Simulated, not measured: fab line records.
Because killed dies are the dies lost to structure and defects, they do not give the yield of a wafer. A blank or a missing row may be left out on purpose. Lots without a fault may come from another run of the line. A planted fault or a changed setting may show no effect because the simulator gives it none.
Which tool is to blame? || flow sky130 || 39 wafers from 13 lots sampled at 3 of the route's 708 steps

== WHAT THE GAUGES SHOWED, per wafer ==
SKY_VT_ADJUST_LVTN_OVL_MEAS_18.
{"lot": "L396", "measured": "day 8 10:07", "on": "overlay-01", "VT_ADJUST_LVTN_01_OVL (nm)": "-0.9 -1.5 -0.2"}
{"lot": "L397", "measured": "day 8 16:02", "on": "overlay-02", "VT_ADJUST_LVTN_01_OVL (nm)": "-1.0 -0.6 -0.4"}
{"lot": "L399", "measured": "day 9 06:19", "on": "overlay-01", "VT_ADJUST_LVTN_01_OVL (nm)": "-1.8 -2.1 -3.7"}
{"lot": "L400", "measured": "day 9 06:26", "on": "overlay-02", "VT_ADJUST_LVTN_01_OVL (nm)": "-0.3 0.1 -0.3"}
{"lot": "L402", "measured": "day 9 23:28", "on": "overlay-02", "VT_ADJUST_LVTN_01_OVL (nm)": "-1.1 0.4 0.7"}
{"lot": "L403", "measured": "day 10 05:41", "on": "overlay-02", "VT_ADJUST_LVTN_01_OVL (nm)": "1.7 -1.1 -0.2"}
{"lot": "L405", "measured": "day 10 18:13", "on": "overlay-01", "VT_ADJUST_LVTN_01_OVL (nm)": "-1.8 -2.9 -1.8"}
{"lot": "L406", "measured": "day 11 03:11", "on": "overlay-01", "VT_ADJUST_LVTN_01_OVL (nm)": "-1.2 0.5 0.5"}
{"lot": "L407", "measured": "day 11 07:46", "on": "overlay-01", "VT_ADJUST_LVTN_01_OVL (nm)": "0.0 0.1 -1.1"}
{"lot": "L409", "measured": "day 12 14:53", "on": "overlay-02", "VT_ADJUST_LVTN_01_OVL (nm)": "0.3 1.5 0.0"}
{"lot": "L414", "measured": "day 13 08:46", "on": "overlay-01", "VT_ADJUST_LVTN_01_OVL (nm)": "-1.2 -2.7 -2.4"}
{"lot": "L415", "measured": "day 13 17:49", "on": "overlay-01", "VT_ADJUST_LVTN_01_OVL (nm)": "-0.7 -0.7 0.3"}
{"lot": "L416", "measured": "day 13 22:40", "on": "overlay-02", "VT_ADJUST_LVTN_01_OVL (nm)": "0.9 0.1 0.4"}

== WHAT TOOL EACH LOT RAN ON (gives the tool, then ch and the chambers of the sampled wafers, and finally the start) ==
{"lot": "L396", "SKY_FIELD_ISO_STRIP_16": "plasma asher-01 ch 1, day 2 14:11", "SKY_NWELL_RTA_28": "rtp anneal-01 ch 0, day 5 21:40"}
{"lot": "L397", "SKY_FIELD_ISO_STRIP_16": "plasma asher-03 ch 0,1, day 2 19:58", "SKY_NWELL_RTA_28": "rtp anneal-02 ch 0, day 6 04:27"}
{"lot": "L399", "SKY_FIELD_ISO_STRIP_16": "plasma asher-01 ch 0,1, day 3 07:49", "SKY_NWELL_RTA_28": "rtp anneal-01 ch 0, day 6 16:09"}
{"lot": "L400", "SKY_FIELD_ISO_STRIP_16": "plasma asher-01 ch 0,1, day 3 11:38", "SKY_NWELL_RTA_28": "rtp anneal-02 ch 0, day 6 16:31"}
{"lot": "L402", "SKY_FIELD_ISO_STRIP_16": "plasma asher-03 ch 0,1, day 4 00:41", "SKY_NWELL_RTA_28": "rtp anneal-01 ch 0, day 7 08:28"}
{"lot": "L403", "SKY_FIELD_ISO_STRIP_16": "plasma asher-01 ch 0,1, day 4 03:14", "SKY_NWELL_RTA_28": "rtp anneal-01 ch 0, day 7 13:59"}
{"lot": "L405", "SKY_FIELD_ISO_STRIP_16": "plasma asher-03 ch 0,1, day 4 12:49", "SKY_NWELL_RTA_28": "rtp anneal-01 ch 0, day 8 00:18"}
{"lot": "L406", "SKY_FIELD_ISO_STRIP_16": "plasma asher-02 ch 0,1, day 4 18:23", "SKY_NWELL_RTA_28": "rtp anneal-01 ch 0, day 8 08:19"}
{"lot": "L407", "SKY_FIELD_ISO_STRIP_16": "plasma asher-03 ch 0, day 5 01:23", "SKY_NWELL_RTA_28": "rtp anneal-02 ch 0, day 8 12:08"}
{"lot": "L409", "SKY_FIELD_ISO_STRIP_16": "plasma asher-01 ch 0,1, day 5 17:31", "SKY_NWELL_RTA_28": "rtp anneal-01 ch 0, day 9 16:21"}
{"lot": "L414", "SKY_FIELD_ISO_STRIP_16": "plasma asher-01 ch 0,1, day 6 10:58", "SKY_NWELL_RTA_28": "rtp anneal-02 ch 0, day 10 07:31"}
{"lot": "L415", "SKY_FIELD_ISO_STRIP_16": "plasma asher-03 ch 0,1, day 6 19:35", "SKY_NWELL_RTA_28": "rtp anneal-02 ch 0, day 10 15:16"}
{"lot": "L416", "SKY_FIELD_ISO_STRIP_16": "plasma asher-02 ch 0,1, day 7 01:50", "SKY_NWELL_RTA_28": "rtp anneal-02 ch 0, day 10 20:59"}
- SKY_FIELD_ISO_STRIP_16: strips in O2/N2.
- SKY_NWELL_RTA_28: time 30 s.

== WHAT THE TOOLS THEMSELVES READ (means of the sampled wafers that have a number; where no wafer has one, the mark that the record gives instead) ==
SKY_FIELD_ISO_STRIP_16.
{"lot": "L396", "tool": "plasma asher-01", "drypump motor current A (A)": 5.7, "oes product au (a.u.)": 0.377, "strip time to endpoint s (s)": 3.554}
{"lot": "L397", "tool": "plasma asher-03", "drypump motor current A (A)": 5.9, "oes product au (a.u.)": 0.372, "strip time to endpoint s (s)": 3.503}
{"lot": "L399", "tool": "plasma asher-01", "drypump motor current A (A)": 5.4, "oes product au (a.u.)": 0.380, "strip time to endpoint s (s)": 3.565}
{"lot": "L400", "tool": "plasma asher-01", "drypump motor current A (A)": 5.4, "oes product au (a.u.)": 0.380, "strip time to endpoint s (s)": 3.525}
{"lot": "L402", "tool": "plasma asher-03", "drypump motor current A (A)": 5.9, "oes product au (a.u.)": 0.378, "strip time to endpoint s (s)": 3.547}
{"lot": "L403", "tool": "plasma asher-01", "drypump motor current A (A)": 5.6, "oes product au (a.u.)": 0.377, "strip time to endpoint s (s)": 3.543}
{"lot": "L405", "tool": "plasma asher-03", "drypump motor current A (A)": 5.8, "oes product au (a.u.)": 0.380, "strip time to endpoint s (s)": 3.527}
{"lot": "L406", "tool": "plasma asher-02", "drypump motor current A (A)": 6.2, "oes product au (a.u.)": 0.381, "strip time to endpoint s (s)": 3.573}
{"lot": "L407", "tool": "plasma asher-03", "drypump motor current A (A)": 5.8, "oes product au (a.u.)": 0.378, "strip time to endpoint s (s)": 3.557}
{"lot": "L409", "tool": "plasma asher-01", "drypump motor current A (A)": 5.5, "oes product au (a.u.)": 0.375, "strip time to endpoint s (s)": 3.556}
{"lot": "L414", "tool": "plasma asher-01", "drypump motor current A (A)": 5.4, "oes product au (a.u.)": 0.378, "strip time to endpoint s (s)": 3.548}
{"lot": "L415", "tool": "plasma asher-03", "drypump motor current A (A)": 5.9, "oes product au (a.u.)": 0.376, "strip time to endpoint s (s)": 3.513}
{"lot": "L416", "tool": "plasma asher-02", "drypump motor current A (A)": 6.2, "oes product au (a.u.)": 0.373, "strip time to endpoint s (s)": 3.534}

SKY_NWELL_RTA_28.
{"lot": "L396", "tool": "rtp anneal-01", "lamp power pct (%)": 25.35, "wafer_temp_C_max": 1054.8}
{"lot": "L397", "tool": "rtp anneal-02", "lamp power pct (%)": 25.26, "wafer_temp_C_max": 1054.5}
{"lot": "L399", "tool": "rtp anneal-01", "lamp power pct (%)": 25.26, "wafer_temp_C_max": 1053.8}
{"lot": "L400", "tool": "rtp anneal-02", "lamp power pct (%)": 25.36, "wafer_temp_C_max": 1055.3}
{"lot": "L402", "tool": "rtp anneal-01", "lamp power pct (%)": 25.33, "wafer_temp_C_max": 1054.9}
{"lot": "L403", "tool": "rtp anneal-01", "lamp power pct (%)": 25.28, "wafer_temp_C_max": 1053.8}
{"lot": "L405", "tool": "rtp anneal-01", "lamp power pct (%)": 25.35, "wafer_temp_C_max": 1055.3}
{"lot": "L406", "tool": "rtp anneal-01", "lamp power pct (%)": 25.29, "wafer_temp_C_max": 1054.6}
{"lot": "L407", "tool": "rtp anneal-02", "lamp power pct (%)": 25.26, "wafer_temp_C_max": 1055.0}
{"lot": "L409", "tool": "rtp anneal-01", "lamp power pct (%)": 25.29, "wafer_temp_C_max": 1053.9}
{"lot": "L414", "tool": "rtp anneal-02", "lamp power pct (%)": 25.30, "wafer_temp_C_max": 1054.6}
{"lot": "L415", "tool": "rtp anneal-02", "lamp power pct (%)": 25.31, "wafer_temp_C_max": 1054.7}
{"lot": "L416", "tool": "rtp anneal-02", "lamp power pct (%)": 25.29, "wafer_temp_C_max": 1054.7}

== THE ANSWER, worked out from the rows above alone ==
Rule: the usual values come from the lots themselves. Put in order of their means at a reading, lots are off if they are a third of the lots or fewer, leave a main group of 4 or more, and stand apart from it by a gap of 3 or more times the standard deviation of the main group's means; of several such gaps the widest counts. If all means in a main group match to the digits the tables above print for the reading, that group is not used. A lot without any number at a reading at which 4 lots or more have one is off too. Where the step has rows for the other lots, those lots are counted as sound. The gauges are gone through in route order, then the tools' own readings, and for those a lot's mean is taken as printed above. At the first step where some lot is off, the reading lying furthest off is the one used; lots without a number count as furthest.
No lot is off on any of the readings shown, so nothing can be concluded from this.

== WHAT THE SIMULATOR PUT IN ==
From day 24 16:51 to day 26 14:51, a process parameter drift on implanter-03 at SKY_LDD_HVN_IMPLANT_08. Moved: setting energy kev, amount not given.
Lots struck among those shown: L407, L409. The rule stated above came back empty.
